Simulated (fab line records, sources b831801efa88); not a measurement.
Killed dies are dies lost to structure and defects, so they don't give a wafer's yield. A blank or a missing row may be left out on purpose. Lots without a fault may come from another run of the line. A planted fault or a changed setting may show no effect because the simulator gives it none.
fab line records | flow sky130
record lots=13 wafers=39 last_day=51
route steps=708 shown LI_CONTACT@377 CONTACT@421 METAL1@439 VIA1@480 PAD_OPEN@708
lots that met no fault: from a run of the same line without faults
start_h: hours from the record's first day to the start of the lot's first wafer shown | wait_h: hours since the lot's step before | " the same as in the row above | L1.1+2: a row that stands for several wafers | - no value, or no start given | * or withheld: withheld | < > ~ a bound
route shown NAME@n: a module of which the file shows steps, and the number in the route of the first | usual: mean/standard deviation of fault-free wafers | same: alike in all rows | chamber/n: place in a boat | sites: the reading at each site | _std_site: their standard deviation | _edge_site: outer sites' mean less inner sites' | radius_mm: how far each site lies from the wafer's centre | mask NAME#n: copy n | behind: the tool/chamber that last shaped the wafer | hold: why the lot was held/for how many hours/how that ended | device: the transistor (n, p or np) that didn't switch | end of line: the same wafers' tests at the end of the route | a step without rows: its recipe alone | killed: dies lost to structure and defects at the first sort, not the wafer's yield | map: a wafer's dies, x killed, . not, _ none there
set.NAME: the setting as run; set.NAME@STEP: as run at that earlier step | model.NAME: the simulator's own value behind a step, which no gauge read
steps of the route over a sample of lots; a table a step, a row a wafer
services: from which hour (start_h, from the record's first day; less than 0 if before it) a tool's chamber was out of use, for how many hours, and why
## steps
# step SKY_LI_CONTACT_ETCH_15
# recipe target=PSG chemistry=C4F8/O2/Ar stop_on=Si taper_deg=4.15 mask_material=KrF-thick source_w=1500 bias_w=1200 pressure_mtorr=40 c4f8_flow_sccm=withheld O2_flow_sccm=6 Ar_flow_sccm=300 time_s=withheld target_depth_a=6000
# usual bias_w=1200/3.5 oes_product_au=0.838/0.0046
# columns lot.wafer tool chamber start_h wait_h bias_w oes_product_au
L229.3 rie_diel-01 1 675.83 0.0 1202 0.840
L229.4 " 3 " " 1205 0.829
L229.6 " 3 " " 1207 0.841
L230.1 rie_diel-01 2 680.88 0.0 1201 0.840
L230.4 " 0 " " 1198 0.848
L230.5 " 3 " " 1196 0.839
L231.1 rie_diel-02 3 687.25 0.0 1193 0.847
L231.3 " 0 " " 1201 0.841
L231.5 " 2 " " 1201 0.838
L232.1 rie_diel-01 1 699.80 0.0 1203 0.830
L232.2 " 3 " " 1201 0.846
L232.5 " 0 " " 1200 0.843
L233.1 rie_diel-02 3 707.28 0.0 1200 0.837
L233.3 " 1 " " 1199 0.837
L233.5 " 0 " " 1200 0.838
L239.2 rie_diel-03 2 755.11 0.0 1198 0.837
L239.3 " 0 " " 1205 0.842
L239.5 " 3 " " 1196 0.835
L242.1 rie_diel-03 1 782.30 0.0 1200 0.841
L242.3 " 0 " " 1204 0.837
L242.5 " 0 " " 1197 0.835
L245.1 rie_diel-02 1 794.75 0.0 1200 0.841
L245.2 " 3 " " 1202 0.837
L245.4 " 1 " " 1204 0.841
L246.3 rie_diel-02 3 805.34 0.0 1203 0.832
L246.4 " 1 " " 1206 0.834
L246.6 " 2 " " 1202 0.833
L247.2 rie_diel-02 1 816.03 0.0 1203 0.836
L247.4 " 3 " " 1197 0.847
L247.5 " 3 " " 1196 0.841
L248.1 rie_diel-01 2 822.38 0.0 1198 0.841
L248.3 " 1 " " 1195 0.828
L248.4 " 0 " " 1204 0.839
L251.2 rie_diel-02 3 843.79 0.0 1196 0.837
L251.4 " 1 " " 1200 0.840
L251.5 " 2 " " 1205 0.835
L252.1 rie_diel-01 3 880.44 0.0 1192 0.844
L252.3 " 1 " " 1195 0.825
L252.6 " 0 " " 1196 0.839
# step SKY_CONTACT_OVL_MEAS_15
# usual CONTACT_OVL=0/5
# columns lot.wafer tool chamber start_h wait_h CONTACT_OVL[nm]
L229.3 overlay-01 - 734.52 0.1 5
L229.4 " - " " 7
L229.6 " - " " -3
L230.1 overlay-01 - 738.45 0.1 -6
L230.4 " - " " -9
L230.5 " - " " -6
L231.1 overlay-02 - 745.66 0.1 -2
L231.3 " - " " -4
L231.5 " - " " 0
L232.1 overlay-02 - 755.61 0.1 -2
L232.2 " - " " -7
L232.5 " - " " -10
L233.1 overlay-02 - 765.20 0.1 11
L233.3 " - " " 2
L233.5 " - " " 7
L239.2 overlay-01 - 810.06 0.1 0
L239.3 " - " " 2
L239.5 " - " " 5
L242.1 overlay-01 - 836.66 0.1 -6
L242.3 " - " " -4
L242.5 " - " " -9
L245.1 overlay-01 - 849.06 0.1 2
L245.2 " - " " 4
L245.4 " - " " 1
L246.3 overlay-02 - 859.92 0.1 5
L246.4 " - " " 2
L246.6 " - " " 0
L247.2 overlay-02 - 870.62 0.1 -1
L247.4 " - " " 3
L247.5 " - " " -6
L248.1 overlay-02 - 877.06 0.1 -9
L248.3 " - " " -5
L248.4 " - " " -4
L251.2 overlay-01 - 898.37 0.1 -4
L251.4 " - " " -2
L251.5 " - " " -6
L252.1 overlay-01 - 933.06 0.1 6
L252.3 " - " " 7
L252.6 " - " " 9
# step SKY_METAL1_RS_MEAS_05
# recipe thk_meas_gauge=four-point-probe reads=TiN_of_METAL1_SPUTTER_04+Ti_of_METAL1_SPUTTER_03+AlCu_of_METAL1_SPUTTER_02+TiN_of_METAL1_SPUTTER_01+Ti_of_METAL1_SPUTTER_00
# usual METAL1_ALCU_RS=0.1271/0.0016
# columns lot.wafer tool chamber start_h wait_h METAL1_ALCU_RS[ohm/sq]
L229.3 film_metro-04 - 736.10 0.1 0.1254
L229.4 " - " " 0.1296
L229.6 " - " " 0.1303
L230.1 film_metro-04 - 740.01 0.0 0.1278
L230.4 " - " " 0.1280
L230.5 " - " " 0.1283
L231.1 film_metro-04 - 747.22 0.0 0.1276
L231.3 " - " " 0.1268
L231.5 " - " " 0.1265
L232.1 film_metro-04 - 757.19 0.0 0.1283
L232.2 " - " " 0.1238
L232.5 " - " " 0.1234
L233.1 film_metro-04 - 766.93 0.0 0.1274
L233.3 " - " " 0.1290
L233.5 " - " " 0.1270
L239.2 film_metro-02 - 811.63 0.0 0.1289
L239.3 " - " " 0.1270
L239.5 " - " " 0.1275
L242.1 film_metro-04 - 838.25 0.0 0.1303
L242.3 " - " " 0.1253
L242.5 " - " " 0.1260
L245.1 film_metro-04 - 850.61 0.0 0.1264
L245.2 " - " " 0.1273
L245.4 " - " " 0.1301
L246.3 film_metro-02 - 861.50 0.1 0.1245
L246.4 " - " " 0.1280
L246.6 " - " " 0.1242
L247.2 film_metro-02 - 872.20 0.0 0.1245
L247.4 " - " " 0.1255
L247.5 " - " " 0.1243
L248.1 film_metro-03 - 878.63 0.0 0.1266
L248.3 " - " " 0.1247
L248.4 " - " " 0.1282
L251.2 film_metro-03 - 899.98 0.0 0.1285
L251.4 " - " " 0.1249
L251.5 " - " " 0.1241
L252.1 film_metro-02 - 934.70 0.0 0.1273
L252.3 " - " " 0.1273
L252.6 " - " " 0.1255
# step SKY_VIA1_RS_MEAS_22
# recipe thk_meas_gauge=four-point-probe reads=W_of_VIA1_CVD_21+TiN_of_VIA1_SPUTTER_20
# usual VIA1_W_RS=0.428/0.0052
# columns lot.wafer tool chamber start_h wait_h VIA1_W_RS[ohm/sq]
L229.3 film_metro-03 - 792.52 0.1 0.421
L229.4 " - " " 0.438
L229.6 " - " " 0.426
L230.1 film_metro-03 - 795.83 0.1 0.436
L230.4 " - " " 0.434
L230.5 " - " " 0.435
L231.1 film_metro-03 - 803.48 0.1 0.421
L231.3 " - " " 0.424
L231.5 " - " " 0.427
L232.1 film_metro-02 - 813.88 0.1 0.427
L232.2 " - " " 0.430
L232.5 " - " " 0.426
L233.1 film_metro-03 - 822.18 0.1 0.430
L233.3 " - " " 0.440
L233.5 " - " " 0.437
L239.2 film_metro-01 - 865.99 0.1 0.426
L239.3 " - " " 0.427
L239.5 " - " " 0.430
L242.1 film_metro-01 - 891.93 0.2 0.432
L242.3 " - " " 0.429
L242.5 " - " " 0.429
L245.1 film_metro-02 - 904.64 0.1 0.426
L245.2 " - " " 0.425
L245.4 " - " " 0.427
L246.3 film_metro-02 - 915.24 0.1 0.427
L246.4 " - " " 0.429
L246.6 " - " " 0.432
L247.2 film_metro-03 - 924.96 0.1 0.430
L247.4 " - " " 0.431
L247.5 " - " " 0.433
L248.1 film_metro-02 - 931.78 0.1 0.424
L248.3 " - " " 0.426
L248.4 " - " " 0.419
L251.2 film_metro-03 - 951.31 0.1 0.431
L251.4 " - " " 0.419
L251.5 " - " " 0.421
L252.1 film_metro-02 - 985.12 0.1 0.418
L252.3 " - " " 0.416
L252.6 " - " " 0.416
# step SKY_PAD_OPEN_PROBE_99
# usual killed_at_M0_to_M3=43/6.5 killed_at_M4_up=3.1/1.8 killed_at_contacts=24/5.6 killed_at_front_end=15/4.2 killed_at_other=0.3/0.5 killed_dies=86/8.9 killed_open=47/6.9 killed_short=39/5.9
# same gross_dies=492 killed_at_back_side=0
# columns lot.wafer tool chamber start_h wait_h killed_at_M0_to_M3 killed_at_M4_up killed_at_contacts killed_at_front_end killed_at_other killed_dies killed_open killed_short
L239.2 prober-02 - 1129.44 0.1 51 1 21 15 1 89 46 43
L239.3 prober-02 - 1129.49 0.2 42 5 40 14 0 101 62 39
L239.5 prober-02 - 1129.59 0.2 51 1 68 10 2 132 48 40
L242.1 prober-01 - 1148.38 0.1 52 7 22 14 0 95 52 43
L242.5 prober-01 - 1148.58 0.2 43 2 15 17 1 78 39 39
# killed by level:class
L239.2 VIA1:geometric_particle:open=13 METAL1:geometric_particle:short=10 FIELD_ISO:geometric_particle:short=7 LI_CONTACT:geometric_particle:open=7 FIELD_ISO:geometric_particle:open=6 CONTACT:geometric_particle:open=6 VIA2:geometric_particle:open=6 METAL2:geometric_particle:short=5
L239.3 CONTACT:geometric_particle:open=24 VIA1:geometric_particle:open=11 METAL1:geometric_particle:short=10 VIA3:geometric_particle:open=7 POLY_GATE:geometric_particle:open=5 LI_CONTACT:geometric_particle:short=5 LI_CONTACT:geometric_particle:open=4 CONTACT:geometric_particle:short=4
L239.5 LI_CONTACT:unspecified=44 VIA1:geometric_particle:open=13 METAL2:geometric_particle:short=10 CONTACT:geometric_particle:open=9 VIA3:geometric_particle:open=6 VIA2:geometric_particle:open=6 FIELD_ISO:geometric_particle:short=4 LI_CONTACT:geometric_particle:open=4
L242.1 VIA2:geometric_particle:open=11 CONTACT:geometric_particle:open=10 VIA1:geometric_particle:short=8 LI_CONTACT:geometric_particle:open=7 VIA1:geometric_particle:open=7 METAL2:geometric_particle:short=7 VIA3:geometric_particle:open=6 METAL4:geometric_particle:short=6
L242.5 VIA1:geometric_particle:open=9 METAL2:geometric_particle:short=7 VIA1:geometric_particle:short=7 VIA2:geometric_particle:open=6 FIELD_ISO:geometric_particle:open=5 VIA3:geometric_particle:open=5 CONTACT:geometric_particle:open=5 METAL3:geometric_particle:short=5
## services
# columns tool chamber start_h hours kind
rie_diel-02 1 653.04 5.7 repair
rie_diel-02 1 671.95 - clean
rie_diel-02 1 671.95 18.1 scheduled_down
rie_diel-02 1 671.95 18.1 vent_cycle
rie_diel-02 2 701.54 5.8 repair
rie_diel-02 2 707.37 - clean
rie_diel-02 2 707.37 37.8 scheduled_down
rie_diel-02 2 707.37 37.8 vent_cycle
rie_diel-02 3 708.49 2.4 repair
rie_diel-01 0 731.64 6.9 repair
rie_diel-03 - 739.79 14.6 pm
rie_diel-02 3 752.77 - clean
rie_diel-02 3 752.77 28.4 scheduled_down
rie_diel-02 3 752.77 28.4 vent_cycle
rie_diel-03 3 780.92 - clean
rie_diel-03 3 780.92 16.8 scheduled_down
rie_diel-03 3 780.92 16.8 vent_cycle
rie_diel-02 2 787.87 7.6 repair
rie_diel-03 1 788.88 2.7 repair
rie_diel-01 3 799.47 - clean
rie_diel-01 3 799.47 20.8 scheduled_down
rie_diel-01 3 799.47 20.8 vent_cycle
rie_diel-02 0 811.91 2.8 repair
rie_diel-03 2 880.46 2.4 repair
## key
first_sign step=SKY_PAD_OPEN_PROBE_99 reading=killed_at_contacts direction=up sigmas=7.9 usual=24 struck=68
effect step=SKY_PAD_OPEN_PROBE_99 reading=killed_dies direction=up sigmas=5.2 usual=86 struck=132
met_at SKY_LI_CONTACT_ETCH_15
struck_lots L239
struck_wafers L239.5
tester_left_out L239
not_acting_at SKY_CONTACT_OVL_MEAS_15,SKY_METAL1_RS_MEAS_05,SKY_VIA1_RS_MEAS_22
fault kind=chamber_particle_source tool=rie_diel-03 chamber=3 onset_h=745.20 steps=SKY_LI_CONTACT_ETCH_15 rate_per_visit_cm2=0.48914 end_h=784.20
# tester_left_out: of these lots the tester's yield and bins aren't shown, on N5 and GAA mostly nor the transistor test; their killed dies are dies lost to structure and defects alone, not to doping, threshold or leakage, so they don't give the yield
